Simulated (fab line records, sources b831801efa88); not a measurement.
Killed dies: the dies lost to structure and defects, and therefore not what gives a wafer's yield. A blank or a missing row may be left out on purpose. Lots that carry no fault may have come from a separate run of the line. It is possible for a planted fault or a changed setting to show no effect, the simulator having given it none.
A sampling plan put to the test ; flow sky130 ; 7 faults told of in these records, all on one fab line, each judged by the records of the lots it struck
Plan = the line's own looks (route steps where a gauge or an inspection reads the wafer without altering it). A look can be judged if struck wafers have a number there and the file gives its usual mean and standard deviation on fault-free wafers. Caught: a look later than the fault's first step finds the struck wafers' mean 4 or more of those standard deviations (sigma) from the usual mean. On the tool: the fault's steps, tested the same way using the tool's own readings. It also counts as caught if the struck wafers ran another recipe or if their record alone is blank.

## THE FAULTS, as the simulator had put them in
1. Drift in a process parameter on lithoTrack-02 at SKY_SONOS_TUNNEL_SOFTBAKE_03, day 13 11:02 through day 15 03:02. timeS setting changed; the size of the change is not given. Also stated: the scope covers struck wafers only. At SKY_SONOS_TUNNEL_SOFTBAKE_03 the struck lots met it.
2. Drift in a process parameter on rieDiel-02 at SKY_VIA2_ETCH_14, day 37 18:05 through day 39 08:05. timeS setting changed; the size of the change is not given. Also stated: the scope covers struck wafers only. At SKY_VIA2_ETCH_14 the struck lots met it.
3. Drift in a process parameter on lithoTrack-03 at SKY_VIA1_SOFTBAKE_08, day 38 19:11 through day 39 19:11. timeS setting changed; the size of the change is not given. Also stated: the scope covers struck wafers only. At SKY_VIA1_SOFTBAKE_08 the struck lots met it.
4. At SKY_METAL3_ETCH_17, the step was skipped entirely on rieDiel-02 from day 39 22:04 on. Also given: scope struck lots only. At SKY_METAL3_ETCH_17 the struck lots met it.
5. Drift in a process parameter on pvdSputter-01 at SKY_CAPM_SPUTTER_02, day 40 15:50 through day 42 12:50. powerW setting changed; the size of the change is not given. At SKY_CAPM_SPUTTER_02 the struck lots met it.
6. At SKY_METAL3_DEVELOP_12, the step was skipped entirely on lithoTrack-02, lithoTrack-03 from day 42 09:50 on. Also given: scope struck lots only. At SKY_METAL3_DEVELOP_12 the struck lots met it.
7. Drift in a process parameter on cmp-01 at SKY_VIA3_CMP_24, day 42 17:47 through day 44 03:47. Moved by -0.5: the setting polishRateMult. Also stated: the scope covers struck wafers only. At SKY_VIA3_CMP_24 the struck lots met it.

## WHAT THE PLAN SAW
fault;on the tool itself;first look that catches it;reading, sigma;median hours from its first step to that look;hours from the fault's start to the first struck lot there;judged looks passed uncaught
1;runLengthS +60 sigma;not the one look that can be judged after it;-;-;-;1
2;oesProductAu +33 sigma;no look after it can be judged;-;-;-;0
3;runLengthS -99 or beyond sigma;no look after it can be judged;-;-;-;0
4;the tool's record is blank for the struck wafers;no look after it can be judged;-;-;-;0
5;cathodeDcPowerW -99 or beyond sigma;no look after it can be judged;-;-;-;0
6;the tool's record is blank for the struck wafers;no look after it can be judged;-;-;-;0
7;overpolishRunS -99 or beyond sigma;no look after it can be judged;-;-;-;0
A dash: the fault is not caught, or the number is missing from these records.

Caught at a look: 0 of 7. Caught on the tool: 7 of 7. By one or the other: 7 of 7.
Faults 1, 2, 3, 4, 5, 6, 7 were caught on the tool alone.
